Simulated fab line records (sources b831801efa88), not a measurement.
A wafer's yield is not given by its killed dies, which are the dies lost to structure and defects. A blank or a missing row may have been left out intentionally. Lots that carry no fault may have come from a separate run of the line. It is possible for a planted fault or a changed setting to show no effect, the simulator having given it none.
The tool behind it: which one? | flow gf180mcu | Sampling: 13 lots, 38 wafers, 5 of 602 route steps

== WHAT EACH GAUGE READ, for each wafer ==
GF_HV_LDD_CD_MEAS_07 targets a cd of 400 nm.
lot  | measured     | on       | cdNm (nm)
L699 | day 9 23:56  | cdSem-02 | 401.7 399.3 400.8
L700 | day 10 06:59 | cdSem-02 | 400.9 401.9 402.0
L701 | day 10 14:24 | cdSem-02 | 401.7 402.5 400.9
L703 | day 11 05:05 | cdSem-02 | 398.4 397.1 397.4
L704 | day 11 13:17 | cdSem-02 | 400.7 401.4 399.5
L705 | day 11 18:13 | cdSem-01 | 402.2 401.6 403.4
L706 | day 12 03:41 | cdSem-01 | 401.0 402.9 398.4
L707 | day 12 12:54 | cdSem-01 | 402.3 400.7 400.0
L708 | day 12 22:44 | cdSem-02 | 402.0 402.1 401.4
L714 | day 14 15:15 | cdSem-01 | 414.7 405.0 414.8 405.1
L719 | day 16 02:34 | cdSem-01 | 400.4 401.7 400.5
L720 | day 16 08:35 | cdSem-01 | 396.0 397.7 397.4
L722 | day 17 04:20 | cdSem-02 | 400.5 401.1 401.6

GF_HV_LDD_OVL_MEAS_32.
lot  | measured     | on         | HV_LDD_02_OVL (nm)
L699 | day 11 12:50 | overlay-01 | -1.7 0.0 -1.4
L700 | day 11 20:38 | overlay-02 | -0.6 0.8 -3.6
L701 | day 12 03:38 | overlay-01 | 0.3 0.2 -0.5
L703 | day 12 20:02 | overlay-01 | 1.1 1.5 0.3
L704 | day 13 03:44 | overlay-02 | 1.9 1.2 2.0
L705 | day 13 10:11 | overlay-01 | 1.9 1.1 0.5
L706 | day 13 19:54 | overlay-02 | 2.4 2.4 3.3
L707 | day 14 04:48 | overlay-02 | -0.3 0.7 1.1
L708 | day 14 15:27 | overlay-01 | 1.3 -0.7 -0.1
L714 | day 16 11:34 | overlay-01 | 3.2 2.8
L719 | day 18 00:46 | overlay-01 | 0.4 0.5 -0.7
L720 | day 18 07:50 | overlay-02 | -2.1 -0.6 -1.4
L722 | day 19 03:53 | overlay-02 | -2.0 0.3 -1.8

== EACH LOT AND THE TOOL THAT RAN IT (in order: tool; ch and the chambers of the sampled wafers; start) ==
lot  | GF_VT_IMPLANT_RTA_45            | GF_POLY_GATE_ETCH_12              | GF_HV_LDD_DEVELOP_06
L699 | rtpAnneal-01 ch 0, day 7 13:30  | rieDiel-03 ch 1,2,3, day 9 04:58  | lithoTrack-02 ch 0, day 9 23:48
L700 | rtpAnneal-01 ch 0, day 7 19:32  | rieDiel-02 ch 1,2, day 9 11:19    | lithoTrack-01 ch 0, day 10 06:50
L701 | rtpAnneal-01 ch 0, day 8 04:13  | rieDiel-03 ch 0,1, day 9 19:23    | lithoTrack-01 ch 0, day 10 14:15
L703 | rtpAnneal-02 ch 0, day 8 15:11  | rieDiel-04 ch 0,1,3, day 10 07:34 | lithoTrack-02 ch 0, day 11 04:57
L704 | rtpAnneal-02 ch 0, day 8 22:20  | rieDiel-04 ch 0,1,3, day 10 16:38 | lithoTrack-01 ch 0, day 11 13:08
L705 | rtpAnneal-01 ch 0, day 9 05:34  | rieDiel-02 ch 1,3, day 10 22:55   | lithoTrack-03 ch 0, day 11 18:04
L706 | rtpAnneal-02 ch 0, day 9 10:01  | rieDiel-04 ch 0,1,2, day 11 05:02 | lithoTrack-02 ch 0, day 12 03:30
L707 | rtpAnneal-02 ch 0, day 9 22:02  | rieDiel-02 ch 0,2, day 11 15:40   | lithoTrack-01 ch 0, day 12 12:45
L708 | rtpAnneal-01 ch 0, day 10 05:01 | rieDiel-04 ch 0,1,3, day 12 01:53 | lithoTrack-01 ch 0, day 12 22:35
L714 | rtpAnneal-02 ch 0, day 11 21:05 | rieDiel-03 ch 0,1, day 13 17:14   | lithoTrack-03 ch 0, day 14 15:07
L719 | rtpAnneal-01 ch 0, day 13 04:54 | rieDiel-02 ch 0,1,2, day 15 03:31 | lithoTrack-02 ch 0, day 16 02:25
L720 | rtpAnneal-02 ch 0, day 13 08:37 | rieDiel-02 ch 0,1, day 15 07:44   | lithoTrack-01 ch 0, day 16 08:26
L722 | rtpAnneal-01 ch 0, day 14 02:56 | rieDiel-04 ch 0,3, day 16 04:08   | lithoTrack-01 ch 0, day 17 04:11
- GF_VT_IMPLANT_RTA_45: time 30 s.
- GF_POLY_GATE_ETCH_12: etches BARC in N2/H2.
- GF_HV_LDD_DEVELOP_06: develop time 60 s.

== WHAT THE TOOLS THEMSELVES READ (means of the sampled wafers that have a number; where no wafer has one, the mark that the record gives instead) ==
GF_VT_IMPLANT_RTA_45.
lot  | tool         | lampPowerPct (%) | wafer_temp_C_max
L699 | rtpAnneal-01 | 36.1             | 1054.7
L700 | rtpAnneal-01 | 36.1             | 1055.6
L701 | rtpAnneal-01 | 36.1             | 1056.0
L703 | rtpAnneal-02 | 30.4             | 1054.6
L704 | rtpAnneal-02 | 30.4             | 1055.5
L705 | rtpAnneal-01 | 36.1             | 1055.4
L706 | rtpAnneal-02 | 30.4             | 1054.2
L707 | rtpAnneal-02 | 30.4             | 1055.2
L708 | rtpAnneal-01 | 36.1             | 1054.5
L714 | rtpAnneal-02 | 30.4             | 1053.8
L719 | rtpAnneal-01 | 36.1             | 1055.5
L720 | rtpAnneal-02 | 30.4             | 1054.2
L722 | rtpAnneal-01 | 36.2             | 1056.1

GF_POLY_GATE_ETCH_12.
lot  | tool       | chamberPressureMTorr (mTorr) | drypumpMotorCurrentA (A) | oesProductAu (a.u.) | throttleValvePct (%)
L699 | rieDiel-03 | 30.001                       | 5.4                      | 0.740               | 13.214
L700 | rieDiel-02 | 29.993                       | 6.1                      | 0.734               | 13.224
L701 | rieDiel-03 | 30.029                       | 6.5                      | 0.737               | 13.221
L703 | rieDiel-04 | 29.985                       | 5.7                      | 0.732               | 13.223
L704 | rieDiel-04 | 30.008                       | 5.7                      | 0.735               | 13.210
L705 | rieDiel-02 | 30.021                       | 6.2                      | 0.734               | 13.217
L706 | rieDiel-04 | 29.990                       | 6.0                      | 0.729               | 13.211
L707 | rieDiel-02 | 29.999                       | 6.3                      | 0.736               | 13.220
L708 | rieDiel-04 | 30.012                       | 5.8                      | 0.737               | 13.218
L714 | rieDiel-03 | 30.003                       | 6.4                      | 0.732               | 13.213
L719 | rieDiel-02 | 30.021                       | 6.2                      | 0.733               | 13.224
L720 | rieDiel-02 | 29.981                       | 6.1                      | 0.737               | 13.215
L722 | rieDiel-04 | 29.995                       | 5.5                      | 0.734               | 13.217

GF_HV_LDD_DEVELOP_06.
lot  | tool          | resistLineTempC (C)
L699 | lithoTrack-02 | 22.98
L700 | lithoTrack-01 | 22.92
L701 | lithoTrack-01 | 23.09
L703 | lithoTrack-02 | 22.84
L704 | lithoTrack-01 | 22.97
L705 | lithoTrack-03 | 23.19
L706 | lithoTrack-02 | 22.96
L707 | lithoTrack-01 | 22.89
L708 | lithoTrack-01 | 22.97
L714 | lithoTrack-03 | 22.92
L719 | lithoTrack-02 | 23.04
L720 | lithoTrack-01 | 22.95
L722 | lithoTrack-01 | 22.91

== THE ANSWER, worked out from the rows above alone ==
Rule: what is usual is taken from the lots themselves. Put in order of their means at a reading, lots are off if they are a third of the lots or fewer, leave a main group of 4 or more, and stand apart from it by a gap of 3 or more times the standard deviation of the main group's means; of several such gaps the widest counts. If all means in a main group match to the digits the tables above print for the reading, that group is not used. A lot without any number at a reading at which 4 lots or more have one is off too. All remaining lots with rows at the step are treated as sound. First the gauges in route order, then the tools' own readings, where a lot's mean is used as printed above. The first step at which some lot is off is used, and at that step the reading that is off furthest; a lot without a number counts as furthest.
Off, at GF_HV_LDD_CD_MEAS_07 on cdNm: L714. For the main group the mean is 400.6 nm and the standard deviation 1.6.
If a tool, at a process step before that reading, ran all the lots that are off and no sound lot after the first of them, it fits. The gauges at GF_HV_LDD_CD_MEAS_07 are tried like those tools. Undecided on this evidence; 2 tools fit (rieDiel-03 at GF_POLY_GATE_ETCH_12, lithoTrack-03 at GF_HV_LDD_DEVELOP_06).

== WHAT WAS PUT IN BY THE SIMULATOR ==
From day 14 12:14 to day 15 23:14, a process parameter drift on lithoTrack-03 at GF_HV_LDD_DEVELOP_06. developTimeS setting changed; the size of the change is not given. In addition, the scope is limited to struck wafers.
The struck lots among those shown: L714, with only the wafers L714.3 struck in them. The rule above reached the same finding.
